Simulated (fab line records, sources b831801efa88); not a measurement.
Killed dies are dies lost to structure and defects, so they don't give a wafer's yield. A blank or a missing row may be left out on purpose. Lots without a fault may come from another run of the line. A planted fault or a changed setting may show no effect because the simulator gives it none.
A struck lot beside a sound one | flow sky130 | 17 steps out of a route of 708
Sound: wafers L372.2, L372.4, L372.6. Struck: wafers L377.3, L377.5, L377.6. The cause comes at the end.
At each step with rows: each side's tool, then ch and its chambers, then its first start. Under that, the readings that differ: sound wafers | struck wafers | difference of the means | sigmas: that difference in standard deviations of wafers without a fault.
alike: readings whose means differ by less than 2 such deviations, and words and numbers that are the same on both sides. not compared: withheld readings, readings that some wafer has no value for, bounds like >300 that may hide the same value, and numbers for which the record gives no deviation and whose values overlap.
The two part at a step that has a row with sigmas, a row that says differs or no value, or rows on one side only. Numbers that don't overlap but have no deviation are shown without sigmas and don't part them. A reading that every wafer of one side lacks parts them only if that side has two wafers or more.

SKY_METAL4_SPUTTER_04: material TiN, target thk 70 nm, time 58.3 s.
  sound on pvd_sputter-04, day 40 06:02; struck on pvd_sputter-04, day 41 19:55
  alike: cathode_dc_power_W, throttle_valve_pct
SKY_CAP2M_CVD_00: deposits SiO2, target thk 15.5 nm.
  sound on pecvd-02 ch 0,2, day 40 06:05; struck on pecvd-03 ch 0,2, day 41 19:58
  alike: heater_power_w, rf_fwd_power_W
SKY_CAP2M_THK_MEAS_01:
  sound on film_metro-01, day 40 06:08; struck on film_metro-02, day 41 20:00
  alike: CAP2M_CVD_00_THK
SKY_CAP2M_SPUTTER_02: material TiN, target thk 200 nm, time 166.7 s.
  sound on pvd_sputter-02, day 40 06:11; struck on pvd_sputter-03, day 41 20:02
  alike: cathode_dc_power_W, throttle_valve_pct
SKY_CAP2M_RS_MEAS_03: measures by four-point-probe.
  sound on film_metro-01, day 40 06:19; struck on film_metro-04, day 41 20:11
  alike: CAP2M_TIN_RS
SKY_CAP2M_THK_MEAS_04: measures by xrf.
  sound on film_metro-01, day 40 06:25; struck on film_metro-04, day 41 20:17
  alike: CAP2M_TIN_THK
then, 6 steps without rows for these wafers: SKY_CAP2M_DEHYDRATE_05 (time 60 s); SKY_CAP2M_HMDS_06 (prime time 60 s); SKY_CAP2M_COAT_07 (resist thk 1140 nm); SKY_CAP2M_SOFTBAKE_08 (time 60 s); SKY_CAP2M_EXPOSE_09 (exposes mask CAP2M, target cd 1000 nm); SKY_CAP2M_PEB_10.
SKY_CAP2M_DEVELOP_11: develop time 60 s.
  sound on litho_track-04 ch 0, day 41 05:57; struck on litho_track-01 ch 0, day 42 19:43
SKY_CAP2M_OVL_MEAS_12:
  sound on overlay-01, day 41 06:05; struck on overlay-02, day 42 19:49
  alike: CAP2M_OVL
SKY_CAP2M_METAL_ETCH_13: etches TiN in Cl2/BCl3, stops on SiO2, target depth 220 nm, time 62.9 s.
  sound on rie_metal-02 ch 0,1, day 41 06:07; struck on rie_metal-02 ch 0,1, day 42 19:52
  reading                | sound          | struck            | difference | sigmas
  model.CAP2M.cd_nm (nm) | 1001 1001 1003 | 982.3 982.5 982.7 | -19.2      |
  alike: drypump_motor_current_A, oes_product_au, rf_fwd_power_W, throttle_valve_pct
  not compared: rf_hours_counter_h
SKY_CAP2M_STRIP_14: strips in O2/N2.
  sound on plasma_asher-02 ch 1, day 41 06:11; struck on plasma_asher-01 ch 0,1, day 42 19:57
  reading                     | sound       | struck      | difference | sigmas
  drypump_motor_current_A (A) | 6.7 6.7 6.7 | 5.4 5.0 5.4 | -1.4       | -2
  alike: oes_product_au, strip_time_to_endpoint_s
  not compared: rf_hours_counter_h
-- the record jumps here: 5 days lie between the struck wafers' starts before and after (it left off in module CAP2M and takes up again in module PAD_OPEN, whose first step shown is number 708 of the route) --
SKY_PAD_OPEN_PROBE_99:
  the record has rows for the struck wafers here (prober-01, day 47 13:22) and none for the sound ones

WHERE THEY PART
First at SKY_CAP2M_STRIP_14; last, within this record, at SKY_PAD_OPEN_PROBE_99.

WHY: what the simulator had put in
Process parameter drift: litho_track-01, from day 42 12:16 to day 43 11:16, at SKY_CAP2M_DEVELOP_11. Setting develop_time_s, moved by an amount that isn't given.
